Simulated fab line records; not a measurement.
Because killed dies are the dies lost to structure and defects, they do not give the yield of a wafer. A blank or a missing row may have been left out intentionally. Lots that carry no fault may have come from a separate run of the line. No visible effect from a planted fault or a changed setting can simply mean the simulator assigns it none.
Lot-split experiment :: flow gf180mcu :: 23 wafers read across 5 lots, on a route 602 steps long

== ON THE SPLIT ==
At GF_SAB_CVD_00 (deposits SiO2 from TEOS, target thk 50 nm, time 4.9302 s), the setting rf w was moved away from the recipe's 600 W on 9 of the 23 wafers read, by -11.0% to +8.1%. This setting was run at the recipe's value on the other wafers.

The file shows no step between the split and the reading.

== THE READING ==
SAB_CVD_00_THK at GF_SAB_THK_MEAS_01, in nm. A value of 50.2 nm with a standard deviation of 0.69 nm is what fault-free wafers of this fab line usually give.

wafer: L076.3
tool, chamber at the split: pecvd-02, 2
rf w as run, W: 600
against the recipe: recipe
SAB_CVD_00_THK, nm: 49.6
against lot-mates on the recipe: -

wafer: L076.4
tool, chamber at the split: pecvd-02, 0
rf w as run, W: 600
against the recipe: recipe
SAB_CVD_00_THK, nm: 50.8
against lot-mates on the recipe: -

wafer: L076.5
tool, chamber at the split: pecvd-02, 2
rf w as run, W: 600
against the recipe: recipe
SAB_CVD_00_THK, nm: 50.3
against lot-mates on the recipe: -

wafer: L078.1
tool, chamber at the split: pecvd-02, 1
rf w as run, W: 534.3
against the recipe: -11.0%
SAB_CVD_00_THK, nm: 47.8
against lot-mates on the recipe: -2.8

wafer: L078.2
tool, chamber at the split: pecvd-02, 2
rf w as run, W: 534.3
against the recipe: -11.0%
SAB_CVD_00_THK, nm: 47.5
against lot-mates on the recipe: -3.1

wafer: L078.4
tool, chamber at the split: pecvd-02, 0
rf w as run, W: 600
against the recipe: recipe
SAB_CVD_00_THK, nm: 51.5
against lot-mates on the recipe: -

wafer: L078.5
tool, chamber at the split: pecvd-02, 2
rf w as run, W: 600
against the recipe: recipe
SAB_CVD_00_THK, nm: 50.2
against lot-mates on the recipe: -

wafer: L078.6
tool, chamber at the split: pecvd-02, 1
rf w as run, W: 600
against the recipe: recipe
SAB_CVD_00_THK, nm: 50.2
against lot-mates on the recipe: -

wafer: L079.1
tool, chamber at the split: pecvd-04, 0
rf w as run, W: 556.3
against the recipe: -7.3%
SAB_CVD_00_THK, nm: 49.1
against lot-mates on the recipe: -1.6

wafer: L079.2
tool, chamber at the split: pecvd-04, 2
rf w as run, W: 556.3
against the recipe: -7.3%
SAB_CVD_00_THK, nm: 49.5
against lot-mates on the recipe: -1.2

wafer: L079.3
tool, chamber at the split: pecvd-04, 1
rf w as run, W: 600
against the recipe: recipe
SAB_CVD_00_THK, nm: 49.8
against lot-mates on the recipe: -

wafer: L079.5
tool, chamber at the split: pecvd-04, 1
rf w as run, W: 600
against the recipe: recipe
SAB_CVD_00_THK, nm: 51.2
against lot-mates on the recipe: -

wafer: L079.6
tool, chamber at the split: pecvd-04, 0
rf w as run, W: 600
against the recipe: recipe
SAB_CVD_00_THK, nm: 51.1
against lot-mates on the recipe: -

wafer: L082.1
tool, chamber at the split: pecvd-04, 2
rf w as run, W: 600
against the recipe: recipe
SAB_CVD_00_THK, nm: 50.2
against lot-mates on the recipe: -

wafer: L082.2
tool, chamber at the split: pecvd-04, 1
rf w as run, W: 600
against the recipe: recipe
SAB_CVD_00_THK, nm: 49.8
against lot-mates on the recipe: -

wafer: L082.3
tool, chamber at the split: pecvd-04, 0
rf w as run, W: 648.3
against the recipe: +8.1%
SAB_CVD_00_THK, nm: 51.3
against lot-mates on the recipe: +1.3

wafer: L082.5
tool, chamber at the split: pecvd-04, 0
rf w as run, W: 648.3
against the recipe: +8.1%
SAB_CVD_00_THK, nm: 52.3
against lot-mates on the recipe: +2.3

wafer: L082.6
tool, chamber at the split: pecvd-04, 2
rf w as run, W: 648.3
against the recipe: +8.1%
SAB_CVD_00_THK, nm: 52.7
against lot-mates on the recipe: +2.7

wafer: L083.1
tool, chamber at the split: pecvd-02, 0
rf w as run, W: 600
against the recipe: recipe
SAB_CVD_00_THK, nm: 50.2
against lot-mates on the recipe: -

wafer: L083.2
tool, chamber at the split: pecvd-02, 2
rf w as run, W: 640
against the recipe: +6.7%
SAB_CVD_00_THK, nm: 50.8
against lot-mates on the recipe: +0.7

wafer: L083.3
tool, chamber at the split: pecvd-02, 1
rf w as run, W: 600
against the recipe: recipe
SAB_CVD_00_THK, nm: 49.7
against lot-mates on the recipe: -

wafer: L083.4
tool, chamber at the split: pecvd-02, 1
rf w as run, W: 640
against the recipe: +6.7%
SAB_CVD_00_THK, nm: 52.2
against lot-mates on the recipe: +2.1

wafer: L083.5
tool, chamber at the split: pecvd-02, 0
rf w as run, W: 600
against the recipe: recipe
SAB_CVD_00_THK, nm: 50.5
against lot-mates on the recipe: -

THE FIT
A straight line over all 23 wafers: SAB_CVD_00_THK changes by +0.21 nm for each +1% of rf w; r = +0.89; the points scatter about the line by 0.6 nm.
The same after taking each lot's own level away (the mean of its wafers on the recipe; 23 wafers): +0.246 nm for each +1%; r = +0.93; scatter 0.55 nm.
According to that fit, moving rf w by its largest amount changes the reading by 2.7 nm.
From 50.00 to 50.70 nm: that is the span of the lots' own levels, equal to 1.0 times the standard deviation above.
Thus the slope moves with the lot-to-lot level: the two fits are different.
Check: with one of the wafers moved furthest among these (-11.0%) left out of the fit, the line predicts -2.65 nm for it against its lot-mates. Against them it came out at -2.83 nm.

== THE WHOLE CHAIN: every reading that the file lists as answering this split, in the file's order ==
step: GF_SAB_CVD_00
what it does: deposits SiO2 from TEOS, target thk 50 nm, time 4.9302 s
reading: SiO2_of_SAB_CVD_00.thk nm (the simulator's own value, which no gauge read)
change (the file's fit): +0.243 nm for each +1% of the setting
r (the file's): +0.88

step: GF_SAB_THK_MEAS_01
what it does: 
reading: SAB_CVD_00_THK
change (the file's fit): +0.243 for each +1% of the setting
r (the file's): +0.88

== FILE'S OWN FIT ==
SAB_CVD_00_THK changes by +0.243 nm for each +1% of rf w, r = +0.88.
